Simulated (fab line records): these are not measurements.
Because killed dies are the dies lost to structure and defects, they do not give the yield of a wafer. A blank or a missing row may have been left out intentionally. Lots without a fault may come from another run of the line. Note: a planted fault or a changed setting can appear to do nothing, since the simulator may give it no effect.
fab line records ; flow sky130
record lots=7; wafers=21; lastDay=50
route steps=708 shown VT_ADJUST_NCORE@128 VT_ADJUST_HVTR@131 VT_ADJUST_PCH@143 PAD_OPEN@708
lots untouched by any fault: they come from a run of this same line in which no faults occurred
startH: hours from the record's first day to the start of the lot's first wafer shown ; waitH: hours from the lot's prior step to this one ; " repeats the value in the row above ; L1.1+2: a row that stands for several wafers ; - no value present, or no start provided ; * or withheld: withheld ; < > ~ a bound
route shown NAME@n: names a module that has steps shown in the file, with the first one's number in the route ; usual: the fault-free wafers' mean and standard deviation ; same: alike in all rows ; chamber/n: place in a boat ; sites: the reading at each site ; _std_site: the standard deviation of these ; _edge_site: the outer-site mean with the inner-site mean subtracted ; radiusMm: how far each site lies from the wafer's centre ; mask NAME#n: copy n ; behind: the most recent tool/chamber to have shaped the wafer ; hold: why the lot was held/for how many hours/how that ended ; device: the transistor (n, p or np) that didn't switch ; end of line: at the end of the route, the tests of the same wafers ; where a step has no rows: the recipe by itself ; killed: at the first sort, the dies lost to defects and structure; wafer yield is something else ; map: a wafer's dies, marking killed ones x, the rest . and places with no die _
set.NAME: the setting as run; set.NAME@STEP: as run at that earlier step ; model.NAME: the simulator's own value behind a step, which no gauge read
a table for each step, a row for each wafer; lots at some steps of the route
services: a tool's chamber out of use, with start hour (startH, from the record's first day; less than 0 if before it), hours out, and reason
## steps
# step SKY_VT_ADJUST_NCORE_IMPLANT_09
# recipe species=B; energyKev=10; doseCm2=2.4e+12; tiltDeg=withheld
# step SKY_VT_ADJUST_NCORE_STRIP_10
# recipe chemistry=O2/N2; powerW=1400; pressureMtorr=1500; platenTempC=withheld; o2FlowSccm=3000; n2FlowSccm=300; overashFraction=0.5
# usual drypumpMotorCurrentA=5.7/0.5; oesProductAu=0.715/0.0044; stripTimeToEndpointS=13.92/0.042
lot.wafer;tool;chamber;startH;waitH;drypumpMotorCurrentA;oesProductAu;rfHoursCounterH;stripTimeToEndpointS
L671.1;plasmaAsher-03;0;189.24;0.1;6.1;0.716;48;13.97
L671.5;plasmaAsher-03;0;189.24;0.1;6.1;0.711;-;13.92
L671.6;plasmaAsher-03;1;189.24;0.1;6.4;0.718;-;13.96
L682.3;plasmaAsher-03;1;268.93;0.1;6.5;0.707;-;13.94
L682.4;plasmaAsher-03;0;268.93;0.1;6.1;0.716;-;13.85
L682.5;plasmaAsher-03;0;268.93;0.1;6.1;0.715;-;13.86
L683.1;plasmaAsher-02;1;274.60;0.1;5.5;0.710;60;13.95
L683.2;plasmaAsher-02;0;274.60;0.1;5.5;0.723;60;13.94
L683.5;plasmaAsher-02;1;274.60;0.1;5.6;0.711;-;13.93
L684.1;plasmaAsher-04;0;280.94;0.1;5.0;0.720;49;13.96
L684.4;plasmaAsher-04;0;280.94;0.1;5.0;0.713;-;13.95
L684.6;plasmaAsher-04;0;280.94;0.1;5.0;0.720;-;13.94
L688.1;plasmaAsher-02;1;308.39;0.1;5.6;0.713;64;14.00
L688.2;plasmaAsher-02;0;308.39;0.1;5.5;0.717;64;14.00
L688.6;plasmaAsher-02;0;308.39;0.1;5.5;0.712;-;14.00
L692.1;plasmaAsher-03;0;338.30;0.1;6.1;0.714;62;13.86
L692.2;plasmaAsher-03;1;338.30;0.1;6.5;0.718;62;13.87
L692.6;plasmaAsher-03;1;338.30;0.1;6.5;0.710;-;13.84
L693.2;plasmaAsher-03;0;345.80;0.1;6.1;0.715;62;13.98
L693.4;plasmaAsher-03;1;345.80;0.1;6.4;0.719;-;13.96
L693.6;plasmaAsher-03;0;345.80;0.1;6.1;0.716;-;13.98
# step SKY_VT_ADJUST_NCORE_TW_MEAS_11
# usual VT_ADJUST_NCORE_TW=219.6/1.4
lot.wafer;tool;chamber;startH;waitH;VT_ADJUST_NCORE_TW
L671.1;filmMetro-03;-;189.34;0.1;217.1
L671.5;filmMetro-03;-;189.34;0.1;216.9
L671.6;filmMetro-03;-;189.34;0.1;218.3
L682.3;filmMetro-03;-;269.02;0.1;219.8
L682.4;filmMetro-03;-;269.02;0.1;219.9
L682.5;filmMetro-03;-;269.02;0.1;219.0
L683.1;filmMetro-04;-;274.70;0.1;219.6
L683.2;filmMetro-04;-;274.70;0.1;219.2
L683.5;filmMetro-04;-;274.70;0.1;219.3
L684.1;filmMetro-04;-;281.04;0.1;219.7
L684.4;filmMetro-04;-;281.04;0.1;219.8
L684.6;filmMetro-04;-;281.04;0.1;219.8
L688.1;filmMetro-04;-;308.49;0.1;220.3
L688.2;filmMetro-04;-;308.49;0.1;220.2
L688.6;filmMetro-04;-;308.49;0.1;219.6
L692.1;filmMetro-03;-;338.40;0.1;219.6
L692.2;filmMetro-03;-;338.40;0.1;219.9
L692.6;filmMetro-03;-;338.40;0.1;219.8
L693.2;filmMetro-01;-;345.91;0.1;220.6
L693.4;filmMetro-01;-;345.91;0.1;221.4
L693.6;filmMetro-01;-;345.91;0.1;221.6
# step SKY_VT_ADJUST_HVTR_DEHYDRATE_00
# recipe tempC=200; timeS=60
# step SKY_VT_ADJUST_HVTR_HMDS_01
# recipe primeTimeS=60; primeTempC=120
# step SKY_VT_ADJUST_HVTR_COAT_02
# recipe resist=NOVOLAK; spinRpm=3000; resistThkNm=1140
# step SKY_VT_ADJUST_HVTR_SOFTBAKE_03
# recipe tempC=91.09; timeS=60; resist=NOVOLAK
# step SKY_VT_ADJUST_HVTR_EXPOSE_04
# recipe maskId=HVTRM; targetCdNm=380; na=0.6; sourceShape=conventional; sigmaOuter=0.6; doseMj=150
# step SKY_VT_ADJUST_HVTR_PEB_05
# recipe tempC=withheld; timeS=*; resist=NOVOLAK
# step SKY_VT_ADJUST_HVTR_DEVELOP_06
# recipe developTimeS=60; devTempC=23
# step SKY_VT_ADJUST_HVTR_CD_MEAS_07
# recipe targetCdNm=380
# usual cdNm=380.3/2.8
lot.wafer;tool;chamber;startH;waitH;cdNm
L671.1;cdSem-02;-;210.59;0.1;383.5
L671.5;cdSem-02;-;210.59;0.1;384.0
L671.6;cdSem-02;-;210.59;0.1;384.1
L682.3;cdSem-02;-;292.68;0.1;380.2
L682.4;cdSem-02;-;292.68;0.1;379.2
L682.5;cdSem-02;-;292.68;0.1;377.5
L683.1;cdSem-02;-;299.52;0.1;378.9
L683.2;cdSem-02;-;299.52;0.1;376.3
L683.5;cdSem-02;-;299.52;0.1;379.1
L684.1;cdSem-01;-;305.97;0.1;382.3
L684.4;cdSem-01;-;305.97;0.1;385.7
L684.6;cdSem-01;-;305.97;0.1;384.8
L688.1;cdSem-02;-;334.12;0.1;383.7
L688.2;cdSem-02;-;334.12;0.1;381.5
L688.6;cdSem-02;-;334.12;0.1;382.0
L692.1;cdSem-01;-;365.69;0.1;385.3
L692.2;cdSem-01;-;365.69;0.1;385.2
L692.6;cdSem-01;-;365.69;0.1;383.3
L693.2;cdSem-01;-;373.56;0.1;376.8
L693.4;cdSem-01;-;373.56;0.1;376.5
L693.6;cdSem-01;-;373.56;0.1;378.0
# step SKY_VT_ADJUST_HVTR_OVL_MEAS_08
# usual VT_ADJUST_HVTR_OVL=-0.2/1.3
lot.wafer;tool;chamber;startH;waitH;VT_ADJUST_HVTR_OVL[nm]
L671.1;overlay-01;-;210.71;0.1;-0.3
L671.5;overlay-01;-;210.71;0.1;-1.3
L671.6;overlay-01;-;210.71;0.1;-0.3
L682.3;overlay-01;-;292.77;0.1;0.4
L682.4;overlay-01;-;292.77;0.1;-0.8
L682.5;overlay-01;-;292.77;0.1;-2.2
L683.1;overlay-02;-;299.64;0.1;0.0
L683.2;overlay-02;-;299.64;0.1;-1.0
L683.5;overlay-02;-;299.64;0.1;-2.6
L684.1;overlay-02;-;306.09;0.1;-2.2
L684.4;overlay-02;-;306.09;0.1;1.6
L684.6;overlay-02;-;306.09;0.1;1.2
L688.1;overlay-02;-;334.24;0.1;1.1
L688.2;overlay-02;-;334.24;0.1;0.4
L688.6;overlay-02;-;334.24;0.1;-0.1
L692.1;overlay-01;-;365.81;0.1;0.6
L692.2;overlay-01;-;365.81;0.1;0.8
L692.6;overlay-01;-;365.81;0.1;-0.6
L693.2;overlay-02;-;373.67;0.1;-1.6
L693.4;overlay-02;-;373.67;0.1;-3.4
L693.6;overlay-02;-;373.67;0.1;-1.5
# step SKY_VT_ADJUST_HVTR_IMPLANT_09
# recipe species=B; energyKev=10; doseCm2=2.1e+12; tiltDeg=withheld
# usual doseIonsCm2=2.1005e+12/2.5e+09; faradayCurrentUA=11.81/0.21
lot.wafer;tool;chamber;startH;waitH;doseIonsCm2;faradayCurrentUA
L671.1;implanter-02;0;210.75;0.0;2.0974e+12;11.63
L671.5;implanter-02;0;210.75;0.0;2.1016e+12;11.79
L671.6;implanter-02;0;210.75;0.0;2.0983e+12;11.94
L682.3;implanter-01;0;292.84;0.1;1.4756e+12;8.58
L682.4;implanter-01;0;292.84;0.1;1.4742e+12;8.43
L682.5;implanter-01;0;292.84;0.1;1.4739e+12;8.20
L683.1;implanter-01;0;299.68;0.0;1.4788e+12;8.05
L683.2;implanter-01;0;299.68;0.0;1.4763e+12;8.61
L683.5;implanter-01;0;299.68;0.0;1.476e+12;8.14
L684.1;implanter-01;0;306.13;0.0;1.4771e+12;8.24
L684.4;implanter-01;0;306.13;0.0;1.4797e+12;8.50
L684.6;implanter-01;0;306.13;0.0;1.4772e+12;8.54
L688.1;implanter-02;0;334.28;0.0;2.0996e+12;12.06
L688.2;implanter-02;0;334.28;0.0;2.0993e+12;12.10
L688.6;implanter-02;0;334.28;0.0;2.0983e+12;11.22
L692.1;implanter-01;0;365.85;0.0;2.1003e+12;11.77
L692.2;implanter-01;0;365.85;0.0;2.1023e+12;11.52
L692.6;implanter-01;0;365.85;0.0;2.1004e+12;11.85
L693.2;implanter-02;0;373.72;0.0;2.099e+12;12.17
L693.4;implanter-02;0;373.72;0.0;2.1013e+12;11.94
L693.6;implanter-02;0;373.72;0.0;2.1013e+12;11.71
# step SKY_VT_ADJUST_HVTR_STRIP_10
# recipe chemistry=O2/N2; powerW=1400; pressureMtorr=1500; platenTempC=withheld; o2FlowSccm=3000; n2FlowSccm=300; overashFraction=0.5
# usual drypumpMotorCurrentA=5.9/0.42; oesProductAu=0.716/0.0046; stripTimeToEndpointS=14.13/0.045
lot.wafer;tool;chamber;startH;waitH;drypumpMotorCurrentA;oesProductAu;rfHoursCounterH;stripTimeToEndpointS
L671.1;plasmaAsher-01;1;210.90;0.1;5.9;0.717;10;14.19
L671.5;plasmaAsher-01;1;210.90;0.1;5.9;0.714;-;14.17
L671.6;plasmaAsher-01;0;210.90;0.1;5.7;0.719;-;14.16
L682.3;plasmaAsher-03;1;292.98;0.1;6.5;0.719;-;14.10
L682.4;plasmaAsher-03;0;292.98;0.1;6.1;0.712;-;14.10
L682.5;plasmaAsher-03;0;292.98;0.1;6.1;0.713;-;14.06
L683.1;plasmaAsher-01;0;299.83;0.1;5.7;0.721;19;14.13
L683.2;plasmaAsher-01;1;299.83;0.1;5.9;0.713;19;14.21
L683.5;plasmaAsher-01;0;299.83;0.1;5.7;0.716;-;14.11
L684.1;plasmaAsher-03;0;306.28;0.1;6.1;0.715;59;14.12
L684.4;plasmaAsher-03;0;306.28;0.1;6.1;0.720;-;14.13
L684.6;plasmaAsher-03;1;306.28;0.1;6.5;0.709;-;14.12
L688.1;plasmaAsher-03;0;334.43;0.1;6.1;0.719;61;14.07
L688.2;plasmaAsher-03;1;334.43;0.1;6.5;0.714;61;14.09
L688.6;plasmaAsher-03;1;334.43;0.1;6.5;0.712;-;14.10
L692.1;plasmaAsher-04;0;366.00;0.1;5.0;0.725;56;14.06
L692.2;plasmaAsher-04;1;366.00;0.1;5.5;0.715;56;14.03
L692.6;plasmaAsher-04;1;366.00;0.1;5.5;0.705;-;14.06
L693.2;plasmaAsher-01;1;373.85;0.1;5.9;0.717;26;14.15
L693.4;plasmaAsher-01;0;373.85;0.1;5.8;0.705;-;14.16
L693.6;plasmaAsher-01;0;373.85;0.1;5.8;0.724;-;14.16
# step SKY_VT_ADJUST_HVTR_TW_MEAS_11
# usual VT_ADJUST_HVTR_TW=209.6/2.4
lot.wafer;tool;chamber;startH;waitH;VT_ADJUST_HVTR_TW
L671.1;filmMetro-03;-;211.00;0.1;209.9
L671.5;filmMetro-03;-;211.00;0.1;209.2
L671.6;filmMetro-03;-;211.00;0.1;209.5
L682.3;filmMetro-02;-;293.06;0.1;184.6
L682.4;filmMetro-02;-;293.06;0.1;184.1
L682.5;filmMetro-02;-;293.06;0.1;184.9
L683.1;filmMetro-03;-;299.93;0.1;190.9
L683.2;filmMetro-03;-;299.93;0.1;190.6
L683.5;filmMetro-03;-;299.93;0.1;190.4
L684.1;filmMetro-04;-;306.38;0.1;191.1
L684.4;filmMetro-04;-;306.38;0.1;191.9
L684.6;filmMetro-04;-;306.38;0.1;191.2
L688.1;filmMetro-04;-;334.53;0.1;212.8
L688.2;filmMetro-04;-;334.53;0.1;212.7
L688.6;filmMetro-04;-;334.53;0.1;212.2
L692.1;filmMetro-03;-;366.10;0.1;209.1
L692.2;filmMetro-03;-;366.10;0.1;209.5
L692.6;filmMetro-03;-;366.10;0.1;210.8
L693.2;filmMetro-03;-;373.96;0.1;211.1
L693.4;filmMetro-03;-;373.96;0.1;211.1
L693.6;filmMetro-03;-;373.96;0.1;211.4
# step SKY_VT_ADJUST_PCH_DEHYDRATE_00
# recipe tempC=200; timeS=60
# step SKY_PAD_OPEN_PROBE_99
# usual killed_at_M0_to_M3=43/7.3; killed_at_M4_up=3.1/1.8; killedAtContacts=24/5.4; killedAtFrontEnd=15/4.1; killedAtOther=0.2/0.52; killedDies=86/10; killedOpen=47/7.3; killedShort=39/6.4
# same grossDies=492; killedAtBackSide=0
lot.wafer;tool;chamber;startH;waitH;killed_at_M0_to_M3;killed_at_M4_up;killedAtContacts;killedAtFrontEnd;killedAtOther;killedDies;killedOpen;killedShort;model.etest.pfet_01v8_mvt.driveUaUm;model.etest.pfet_01v8_mvt.offLog10AUm;model.etest.pfet_01v8_mvt.vtSatV;model.etest.pfet_01v8_mvt.vtV;model.etest.pfet_01v8_mvt.vtLongV
L671.1;prober-02;-;1077.77;0.1;38;5;20;18;0;81;46;35;152.4;-10.55;-0.5499;-0.64;-0.8409
L671.5;prober-02;-;1077.97;0.2;40;6;26;12;0;84;37;47;157.2;-10.06;-0.5402;-0.6281;-0.8402
L671.6;prober-02;-;1078.02;0.2;44;2;28;15;0;89;53;36;157.1;-10.16;-0.5343;-0.6293;-0.8435
L682.3;prober-01;-;1147.72;0.2;50;3;21;15;0;89;41;48;140.5;-12.12;-0.6707;-0.7421;-0.9436
L682.4;prober-01;-;1147.77;0.2;53;7;22;14;0;96;50;46;141.8;-12.11;-0.6758;-0.7446;-0.9411
L682.5;prober-01;-;1147.82;0.2;55;4;27;7;0;93;44;49;141.8;-12.03;-0.6699;-0.7422;-0.9358
L683.1;prober-02;-;1151.97;0.1;41;3;24;15;0;83;50;33;137.9;-12.34;-0.6931;-0.7605;-0.9547
L683.2;prober-02;-;1152.02;0.1;30;2;20;18;0;70;30;40;138.1;-12.33;-0.6928;-0.7604;-0.9509
L683.5;prober-02;-;1152.17;0.2;51;5;15;12;0;83;34;49;136.6;-12.38;-0.6987;-0.7662;-0.9526
L684.1;prober-01;-;1157.40;0.1;44;3;23;19;0;89;45;43;139.4;-11.95;-0.6598;-0.7325;-0.9313
L684.4;prober-01;-;1157.55;0.2;39;1;23;15;0;78;42;36;138.5;-11.78;-0.6612;-0.7317;-0.934
L684.6;prober-01;-;1157.65;0.2;39;3;29;32;0;103;51;51;138.9;-11.83;-0.665;-0.7361;-0.9294
L688.1;prober-02;-;1175.61;0.1;44;1;33;16;0;94;52;42;151.6;-10.37;-0.5444;-0.631;-0.8401
L688.2;prober-02;-;1175.66;0.1;53;2;21;14;0;90;53;37;149.9;-10.43;-0.5499;-0.6365;-0.8434
L688.6;prober-02;-;1175.86;0.2;38;5;18;12;0;73;46;27;151.8;-10.35;-0.5517;-0.6372;-0.8411
L692.1;prober-01;-;1192.59;0.1;36;1;27;18;0;82;45;37;139.1;-11.84;-0.6514;-0.7252;-0.9258
L692.2;prober-01;-;1192.64;0.1;46;3;27;16;1;93;52;41;140.6;-11.95;-0.652;-0.7265;-0.925
L692.6;prober-01;-;1192.84;0.2;41;2;28;17;0;88;45;42;142.4;-11.92;-0.6448;-0.7199;-0.9203
L693.2;prober-02;-;1195.56;0.1;41;1;21;9;2;74;36;38;150.5;-10.38;-0.5632;-0.6505;-0.8613
L693.4;prober-02;-;1195.66;0.2;42;2;19;9;0;72;39;33;151.2;-10.58;-0.5649;-0.6527;-0.8583
L693.6;prober-02;-;1195.76;0.2;40;3;28;14;0;85;47;38;149.6;-10.72;-0.5797;-0.6645;-0.8664
# killed by level:class
L671.1 CONTACT:geometricParticle:short=7 VIA3:geometricParticle:open=7 VIA1:geometricParticle:open=7 POLY_GATE:geometricParticle:open=6 CONTACT:geometricParticle:open=6 METAL1:geometricParticle:short=5 VIA2:geometricParticle:open=5 FIELD_ISO:geometricParticle:open=4
L671.5 CONTACT:geometricParticle:short=8 VIA1:geometricParticle:open=8 CONTACT:geometricParticle:open=7 METAL2:geometricParticle:short=6 METAL4:geometricParticle:short=6 LI_CONTACT:geometricParticle:short=5 METAL1:geometricParticle:short=5 VIA2:geometricParticle:open=5
L671.6 CONTACT:geometricParticle:open=11 VIA2:geometricParticle:open=9 METAL1:geometricParticle:short=9 LI_CONTACT:geometricParticle:open=8 VIA3:geometricParticle:open=7 VIA1:geometricParticle:open=6 LOCAL_INTERCONNECT:geometricParticle:short=5 VIA3:geometricParticle:short=5
L682.3 VIA1:geometricParticle:open=13 METAL1:geometricParticle:short=7 VIA2:geometricParticle:open=7 VIA2:geometricParticle:short=6 FIELD_ISO:geometricParticle:short=5 LOCAL_INTERCONNECT:geometricParticle:short=5 CONTACT:geometricParticle:open=5 FIELD_ISO:geometricParticle:open=4
L682.4 VIA1:geometricParticle:open=14 CONTACT:geometricParticle:open=10 METAL4:geometricParticle:short=7 LI_CONTACT:geometricParticle:open=6 METAL1:geometricParticle:short=6 VIA1:geometricParticle:short=6 METAL2:geometricParticle:short=6 VIA2:geometricParticle:open=4
L682.5 VIA1:geometricParticle:open=15 CONTACT:geometricParticle:open=9 METAL1:geometricParticle:short=9 METAL2:geometricParticle:short=9 LI_CONTACT:geometricParticle:short=6 LI_CONTACT:geometricParticle:open=6 METAL3:geometricParticle:short=5 CONTACT:geometricParticle:short=4
L683.1 VIA3:geometricParticle:open=12 CONTACT:geometricParticle:open=9 VIA2:geometricParticle:open=8 LI_CONTACT:geometricParticle:open=7 FIELD_ISO:geometricParticle:open=6 VIA1:geometricParticle:short=5 METAL2:geometricParticle:short=4 LI_CONTACT:geometricParticle:short=3
L683.2 CONTACT:geometricParticle:short=7 FIELD_ISO:geometricParticle:short=6 VIA1:geometricParticle:open=6 LOCAL_INTERCONNECT:geometricParticle:short=6 VIA3:geometricParticle:open=5 POLY_GATE:geometricParticle:open=4 CONTACT:geometricParticle:open=4 VIA1:geometricParticle:short=4
L683.5 VIA2:geometricParticle:open=7 VIA3:geometricParticle:open=7 VIA3:geometricParticle:short=7 CONTACT:geometricParticle:open=6 METAL1:geometricParticle:short=6 VIA1:geometricParticle:short=6 METAL4:geometricParticle:short=5 METAL2:geometricParticle:short=5
L684.1 LI_CONTACT:geometricParticle:open=8 VIA2:geometricParticle:open=8 METAL1:geometricParticle:short=7 FIELD_ISO:geometricParticle:open=6 VIA1:geometricParticle:open=6 VIA1:geometricParticle:short=5 POLY_GATE:geometricParticle:open=5 CONTACT:geometricParticle:short=5
L684.4 CONTACT:geometricParticle:open=12 METAL1:geometricParticle:short=8 VIA1:geometricParticle:open=7 LI_CONTACT:geometricParticle:open=6 VIA2:geometricParticle:open=6 FIELD_ISO:geometricParticle:open=5 METAL2:geometricParticle:short=5 VIA3:geometricParticle:open=4
L684.6 FIELD_ISO:geometricParticle:short=13 FIELD_ISO:geometricParticle:open=9 LI_CONTACT:geometricParticle:open=9 CONTACT:geometricParticle:open=8 CONTACT:geometricParticle:short=7 VIA1:geometricParticle:open=7 VIA3:geometricParticle:open=6 VIA1:geometricParticle:short=5
L688.1 CONTACT:geometricParticle:open=14 VIA3:geometricParticle:open=10 VIA1:geometricParticle:open=8 LI_CONTACT:geometricParticle:open=7 METAL2:geometricParticle:short=6 METAL1:geometricParticle:short=5 FIELD_ISO:geometricParticle:short=4 POLY_GATE:geometricParticle:open=4
L688.2 VIA1:geometricParticle:open=13 LI_CONTACT:geometricParticle:open=6 METAL1:geometricParticle:short=6 VIA1:geometricParticle:short=6 VIA2:geometricParticle:open=6 VIA3:geometricParticle:open=6 POLY_GATE:geometricParticle:open=5 CONTACT:geometricParticle:open=5
L688.6 VIA1:geometricParticle:open=12 CONTACT:geometricParticle:open=7 VIA3:geometricParticle:open=7 LOCAL_INTERCONNECT:geometricParticle:short=4 LI_CONTACT:geometricParticle:open=4 VIA2:geometricParticle:open=4 FIELD_ISO:geometricParticle:short=3 METAL1:geometricParticle:short=3
L692.1 LI_CONTACT:geometricParticle:open=9 CONTACT:geometricParticle:open=7 VIA2:geometricParticle:open=7 POLY_GATE:geometricParticle:short=6 POLY_GATE:geometricParticle:open=5 CONTACT:geometricParticle:short=5 VIA1:geometricParticle:open=5 METAL2:geometricParticle:short=5
L692.2 CONTACT:geometricParticle:open=14 VIA1:geometricParticle:open=12 METAL2:geometricParticle:short=6 FIELD_ISO:geometricParticle:open=5 POLY_GATE:geometricParticle:short=5 VIA2:geometricParticle:short=5 CONTACT:geometricParticle:short=4 METAL1:geometricParticle:short=4
L692.6 VIA2:geometricParticle:open=9 LOCAL_INTERCONNECT:geometricParticle:short=8 CONTACT:geometricParticle:open=7 VIA1:geometricParticle:open=6 FIELD_ISO:geometricParticle:short=5 POLY_GATE:geometricParticle:open=5 LI_CONTACT:geometricParticle:open=5 CONTACT:geometricParticle:short=5
L693.2 LI_CONTACT:geometricParticle:open=9 CONTACT:geometricParticle:open=8 METAL1:geometricParticle:short=8 VIA1:geometricParticle:open=5 VIA1:geometricParticle:short=5 METAL3:geometricParticle:short=5 FIELD_ISO:geometricParticle:short=3 VIA3:geometricParticle:open=3
L693.4 VIA2:geometricParticle:open=10 VIA1:geometricParticle:open=9 CONTACT:geometricParticle:open=6 METAL2:geometricParticle:short=6 METAL3:geometricParticle:short=4 FIELD_ISO:geometricParticle:short=4 VIA2:geometricParticle:short=4 CONTACT:geometricParticle:short=4
L693.6 CONTACT:geometricParticle:open=12 VIA2:geometricParticle:open=10 LI_CONTACT:geometricParticle:open=7 VIA1:geometricParticle:open=7 CONTACT:geometricParticle:short=5 METAL2:geometricParticle:short=5 FIELD_ISO:geometricParticle:short=4 METAL1:geometricParticle:short=4
## services
tool;chamber;startH;hours;kind
plasmaAsher-02;-;166.44;1.6;repair
plasmaAsher-04;-;193.66;5.1;repair
plasmaAsher-03;-;214.73;5.4;repair
implanter-01;-;230.11;5.9;pm
plasmaAsher-01;-;269.37;3.2;repair
implanter-01;-;271.46;4.7;repair
plasmaAsher-04;-;285.30;14.6;pm
implanter-02;-;292.84;2.2;repair
plasmaAsher-02;-;311.08;0.5;repair
plasmaAsher-01;-;334.71;2.2;repair
implanter-01;-;334.84;4.1;repair
implanter-02;-;341.40;0.9;repair
plasmaAsher-01;-;359.88;2.8;pm
implanter-01;-;360.78;2.1;pm
## key
firstSign step=SKY_VT_ADJUST_HVTR_IMPLANT_09; reading=doseIonsCm2; direction=down; sigmas=99+; usual=*; struck=*
effect step=SKY_VT_ADJUST_HVTR_IMPLANT_09; reading=faradayCurrentUA; direction=down; sigmas=17; usual=11.81; struck=8.37
effect step=SKY_VT_ADJUST_HVTR_TW_MEAS_11; reading=VT_ADJUST_HVTR_TW; direction=down; sigmas=8.8; usual=209.6; struck=188.9
modelEffect step=SKY_PAD_OPEN_PROBE_99; value=etest.pfet_01v8_mvt.driveUaUm; without=151; struck=139.3
metAt SKY_VT_ADJUST_HVTR_IMPLANT_09
struckWafers L682.3,L682.4,L682.5,L683.1,L683.2,L683.5,L684.1,L684.4,L684.6
testerLeftOut L682,L683,L684
fault kind=processParameterDrift; tool=implanter-01; chamber=-; onsetH=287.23; steps=SKY_VT_ADJUST_HVTR_IMPLANT_09; channel=doseCm2; offset=*; shape=step; endH=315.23; actsIn=*; stated=*
# testerLeftOut: of these lots the tester's yield and bins aren't shown, on N5 and GAA mostly nor the transistor test; their killed dies are dies lost to structure and defects alone, not to doping, threshold or leakage, so they don't give the yield
